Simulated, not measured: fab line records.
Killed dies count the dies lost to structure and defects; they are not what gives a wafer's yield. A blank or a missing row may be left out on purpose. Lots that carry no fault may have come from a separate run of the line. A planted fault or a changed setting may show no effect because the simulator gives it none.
Which tool did it? ; flow gf180mcu ; 13 lots, 39 wafers sampled, at 3 steps of a route of 602

## WHAT THE GAUGES READ, wafer by wafer
GF_LVPWELL_OVL_MEAS_07.
lot;measured;on;LVPWELL_OVL (nm)
L828;day 4 07:51;overlay-01;-1.7 -1.0 -2.1
L829;day 4 17:46;overlay-01;1.7 -1.5 -0.6
L830;day 5 02:30;overlay-02;-3.7 -2.3 -3.8
L831;day 5 02:55;overlay-02;-3.0 -2.8 -2.4
L832;day 5 06:45;overlay-02;-1.4 -1.5 -0.3
L833;day 5 15:46;overlay-01;-0.3 -3.8 -1.4
L834;day 5 21:06;overlay-02;-3.2 -0.5 -1.9
L835;day 6 03:08;overlay-02;0.3 -1.2 -1.0
L836;day 6 05:42;overlay-02;-2.7 -0.6 -0.7
L837;day 6 09:44;overlay-02;-1.6 -2.8 -2.1
L840;day 7 03:53;overlay-01;-3.1 -2.4 -1.0
L842;day 7 15:21;overlay-02;0.2 0.0 -2.0
L847;day 8 20:04;overlay-01;-0.7 -2.6 -1.0

GF_HV_LDD_CD_MEAS_46 targets a cd of 400 nm.
lot;measured;on;cd nm (nm)
L828;day 12 22:52;cd sem-02;400.7 400.6 403.4
L829;day 13 15:32;cd sem-01;398.8 397.7 398.0
L830;day 14 01:44;cd sem-02;402.0 402.7 400.8
L831;day 14 04:47;cd sem-02;398.4 400.3 400.9
L832;day 14 09:26;cd sem-01;396.9 398.0 397.8
L833;day 14 22:11;cd sem-02;398.1 399.2 398.9
L834;day 15 07:08;cd sem-02;399.6 399.9 398.3
L835;day 15 15:38;cd sem-02;398.5 398.9 397.1
L836;day 15 18:10;cd sem-02;398.9 399.3 399.1
L837;day 15 22:51;cd sem-02;402.0 402.1 402.0
L840;day 17 03:35;cd sem-01;400.8 399.8 400.6
L842;day 17 20:26;cd sem-01;400.6
L847;day 19 13:45;cd sem-02;398.5 402.7 402.1

## WHICH TOOL RAN EACH LOT (tool, then ch and the chambers of the sampled wafers, then the start)
lot;GF_POLY_GATE_ETCH_13
L828;rie si-01 ch 0,3, day 9 17:28
L829;rie si-01 ch 1,3, day 10 06:58
L830;rie si-02 ch 1,2, day 10 18:07
L831;rie si-01 ch 1,3, day 10 18:55
L832;rie si-01 ch 0,2, day 10 23:28
L833;rie si-02 ch 1,2,3, day 11 10:54
L834;rie si-01 ch 0,2, day 11 18:35
L835;rie si-01 ch 1,2, day 12 02:58
L836;rie si-01 ch 0,1,2, day 12 05:28
L837;rie si-01 ch 1,2,3, day 12 09:40
L840;rie si-02 ch 0,1,2, day 13 09:56
L842;rie si-01 ch 1,2,3, day 14 01:01
L847;rie si-02 ch 2,3, day 15 15:13
- GF_POLY_GATE_ETCH_13: etches poly-Si in HBr/Cl2, stops on SiO2, target depth 198.5 nm, time 69.6 s.

## WHAT THE TOOLS THEMSELVES READ (means of the sampled wafers that have a number; where no wafer has one, the mark that the record gives instead)
GF_POLY_GATE_ETCH_13.
lot;tool;HBr_flow_sccm (sccm);drypump motor current A (A);oes product au (a.u.);run length s (s);throttle valve pct (%)
L828;rie si-01;150.2;5.5;1.001;97.3;33.684
L829;rie si-01;150.0;5.4;0.990;98.3;33.687
L830;rie si-02;150.0;5.7;0.996;98.0;33.687
L831;rie si-01;150.3;5.6;0.995;98.2;33.684
L832;rie si-01;149.5;5.5;0.991;97.4;33.681
L833;rie si-02;150.1;5.6;0.980;98.1;33.691
L834;rie si-01;150.4;5.3;0.984;97.2;33.682
L835;rie si-01;150.0;5.4;0.997;97.7;33.685
L836;rie si-01;150.3;5.5;0.991;97.9;33.686
L837;rie si-01;150.1;5.4;0.989;97.9;33.685
L840;rie si-02;149.5;5.8;0.987;98.0;33.675
L842;rie si-01;150.0;5.4;1.003;83.8;33.682
L847;rie si-02;150.3;5.9;0.989;98.0;33.678

## THE ANSWER, worked out from the rows above alone
Rule: the lots themselves supply what counts as usual. The widest of any qualifying gaps counts: lots, ordered by their means at a reading, are off when they make up no more than a third of the lots, leave a main group of 4 or more, and stand apart from it by 3 or more times the standard deviation of that group's means. A main group whose means are all the same, to the digits that the tables above print for the reading, isn't used. A lot without any number at a reading at which 4 lots or more have one is off too. All remaining lots with rows at the step are treated as sound. First the gauges in route order, then the tools' own readings, where a lot's mean is used as printed above. At the first step where some lot is off, the reading lying furthest off is the one used; lots without a number count as furthest.
Off, at GF_POLY_GATE_ETCH_13 on run length s: L842. The main group: mean 97.8 s, standard deviation 0.34.
A tool fits if, at that step or a process step before it, it ran every lot that is off, and no sound lot after the first of them. One fits: GF_POLY_GATE_ETCH_13 on rie si-01. Its last sound lot is L837 (day 12 09:40), its first lot that is off L842 (day 14 01:01): a fault that began between those two fits.
On the lots that are off, the tool's own readings at GF_POLY_GATE_ETCH_13 differ by more than 5 times the standard deviation of the sound lots' means, which bears it out; run length s reads 83.8 s there versus 97.8 s on the sound lots.

## WHAT THE SIMULATOR PUT IN
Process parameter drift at GF_POLY_GATE_ETCH_13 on rie si-01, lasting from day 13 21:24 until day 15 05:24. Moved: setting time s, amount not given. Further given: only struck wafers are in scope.
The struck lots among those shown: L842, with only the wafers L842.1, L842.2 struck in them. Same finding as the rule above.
